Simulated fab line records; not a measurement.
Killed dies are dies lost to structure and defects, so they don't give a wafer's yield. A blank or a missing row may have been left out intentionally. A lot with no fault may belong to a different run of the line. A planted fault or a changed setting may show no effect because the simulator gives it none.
Which tool did it? -- flow sky130 -- Sampling: 13 lots, 39 wafers, 5 of 708 route steps

== WHAT THE GAUGES SHOWED, per wafer ==
SKY_PWDE_TW_MEAS_10.
lot,measured,on,PWDE_TW
L608,day 4 03:08,film metro-03,368.3 367.4 366.9
L609,day 4 07:05,film metro-03,367.3 367.6 367.5
L614,day 5 15:26,film metro-01,372.4 372.1 372.1
L619,day 6 19:33,film metro-03,368.2 367.3 366.5
L620,day 7 00:10,film metro-03,368.2 369.9 369.8
L621,day 7 04:11,film metro-04,372.4 372.2 372.6
L622,day 7 08:23,film metro-04,373.2 372.0 373.0
L623,day 7 14:27,film metro-03,367.1 370.3 368.3
L624,day 7 19:32,film metro-04,371.5 371.4 375.8
L626,day 8 07:49,film metro-04,372.9 372.2 371.1
L628,day 8 18:53,film metro-01,370.1 372.5 370.0
L629,day 9 01:55,film metro-03,369.2 373.2 370.4
L630,day 9 04:40,film metro-01,371.6 368.9 370.6

SKY_NWELL_RS_MEAS_29: measurement is done with a four-point probe.
lot,measured,on,NWELL_RS (ohm/sq)
L608,day 5 18:43,film metro-04,607.4 606.3 607.4
L609,day 6 00:16,film metro-04,608.3 606.1 606.8
L614,day 7 11:23,film metro-04,626.0 628.2 626.6
L619,day 8 18:08,film metro-04,608.0 608.3 606.7
L620,day 8 22:39,film metro-04,624.8 625.5 624.6
L621,day 9 01:40,film metro-01,624.4 622.7 624.1
L622,day 9 07:01,film metro-04,627.5 625.9 625.4
L623,day 9 13:45,film metro-04,626.9 627.4 628.1
L624,day 9 19:34,film metro-04,627.3 629.1 629.1
L626,day 10 06:55,film metro-04,628.1 625.6 627.0
L628,day 10 17:59,film metro-03,624.3 623.6 623.4
L629,day 11 00:52,film metro-03,627.2 627.1 626.8
L630,day 11 02:41,film metro-03,626.9 623.9 624.8

SKY_NWELL_RS_MEAS_31: measurement is done with a four-point probe.
lot,measured,on,PWDE_RS (ohm/sq)
L608,day 5 18:57,film metro-04,5313 5300 5309
L609,day 6 00:30,film metro-04,5314 5293 5295
L614,day 7 11:38,film metro-04,5289 5283 5277
L619,day 8 18:22,film metro-04,5270 5271 5283
L620,day 8 22:53,film metro-04,5286 5285 5289
L621,day 9 01:54,film metro-01,5273 5263 5285
L622,day 9 07:16,film metro-04,5283 5267 5262
L623,day 9 13:59,film metro-04,5285 5273 5270
L624,day 9 19:48,film metro-04,5271 5283 5276
L626,day 10 07:09,film metro-04,5303 5279 5293
L628,day 10 18:13,film metro-03,5298 5277 5272
L629,day 11 01:07,film metro-03,5256 5254 5277
L630,day 11 02:56,film metro-03,5251 5262 5246

== TOOL THAT RAN EACH LOT (tool first, then ch and the chambers of the sampled wafers, then the start) ==
lot,SKY_NWELL_IMPLANT_13,SKY_NWELL_RTA_28
L608,"implanter-04 ch 0, day 4 22:38","rtp anneal-02 ch 0, day 5 18:37"
L609,"implanter-02 ch 0, day 5 03:17","rtp anneal-01 ch 0, day 6 00:10"
L614,"implanter-02 ch 0, day 6 13:00","rtp anneal-01 ch 0, day 7 11:17"
L619,"implanter-03 ch 0, day 7 18:17","rtp anneal-01 ch 0, day 8 18:01"
L620,"implanter-04 ch 0, day 7 22:41","rtp anneal-01 ch 0, day 8 22:32"
L621,"implanter-04 ch 0, day 8 02:44","rtp anneal-02 ch 0, day 9 01:34"
L622,"implanter-02 ch 0, day 8 06:32","rtp anneal-01 ch 0, day 9 06:55"
L623,"implanter-04 ch 0, day 8 13:44","rtp anneal-01 ch 0, day 9 13:39"
L624,"implanter-02 ch 0, day 8 19:17","rtp anneal-02 ch 0, day 9 19:27"
L626,"implanter-03 ch 0, day 9 07:14","rtp anneal-01 ch 0, day 10 06:48"
L628,"implanter-03 ch 0, day 9 18:57","rtp anneal-01 ch 0, day 10 17:53"
L629,"implanter-03 ch 0, day 10 01:43","rtp anneal-01 ch 0, day 11 00:46"
L630,"implanter-03 ch 0, day 10 03:52","rtp anneal-02 ch 0, day 11 02:35"
- SKY_NWELL_IMPLANT_13
- SKY_NWELL_RTA_28: time 30 s.

== WHAT THE TOOLS THEMSELVES READ (means of the sampled wafers that have a number; where no wafer has one, the mark that the record gives instead) ==
SKY_NWELL_IMPLANT_13.
lot,tool,beam on s (s),end station pressure torr (Torr)
L608,implanter-04,10.01,4.83e-06
L609,implanter-02,9.79,4.96e-06
L614,implanter-02,9.95,5.19e-06
L619,implanter-03,9.93,4.99e-06
L620,implanter-04,10.04,5.04e-06
L621,implanter-04,10.32,4.93e-06
L622,implanter-02,9.94,4.65e-06
L623,implanter-04,9.91,4.91e-06
L624,implanter-02,10.08,4.94e-06
L626,implanter-03,10.00,4.99e-06
L628,implanter-03,10.10,5.07e-06
L629,implanter-03,9.99,4.73e-06
L630,implanter-03,10.09,4.90e-06

SKY_NWELL_RTA_28.
lot,tool,lamp power pct (%),wafer_temp_C_max
L608,rtp anneal-02,25.29,1054.7
L609,rtp anneal-01,25.36,1054.3
L614,rtp anneal-01,25.31,1053.8
L619,rtp anneal-01,25.30,1055.0
L620,rtp anneal-01,25.32,1054.2
L621,rtp anneal-02,25.30,1055.4
L622,rtp anneal-01,25.27,1055.7
L623,rtp anneal-01,25.26,1056.6
L624,rtp anneal-02,25.29,1055.1
L626,rtp anneal-01,25.31,1055.4
L628,rtp anneal-01,25.30,1054.2
L629,rtp anneal-01,25.35,1054.4
L630,rtp anneal-02,25.37,1055.0

== THE ANSWER, worked out from the rows above alone ==
Rule: what is usual is taken from the lots themselves. Put in order of their means at a reading, lots are off if they are a third of the lots or fewer, leave a main group of 4 or more, and stand apart from it by a gap of 3 or more times the standard deviation of the main group's means; of several such gaps the widest counts. A main group whose means are all the same, to the digits that the tables above print for the reading, isn't used. A lot without any number at a reading at which 4 lots or more have one is off too. Any other lot the step has rows for is counted as sound. Order of review: gauges by route order, followed by the tools' own readings, for which a lot's mean as printed above is used. At the first step where some lot is off, the reading lying furthest off is the one used; lots without a number count as furthest.
Off: L608, L609, L619, seen at SKY_NWELL_RS_MEAS_29 (NWELL_RS). The main group: mean 626.1 ohm/sq, standard deviation 1.5.
If a tool, at a process step before that reading, ran all the lots that are off and no sound lot after the first of them, it fits. Gauges at SKY_NWELL_RS_MEAS_29: tried the same way as those tools. None of those tried fits.

== WHAT THE SIMULATOR HAD INSERTED ==
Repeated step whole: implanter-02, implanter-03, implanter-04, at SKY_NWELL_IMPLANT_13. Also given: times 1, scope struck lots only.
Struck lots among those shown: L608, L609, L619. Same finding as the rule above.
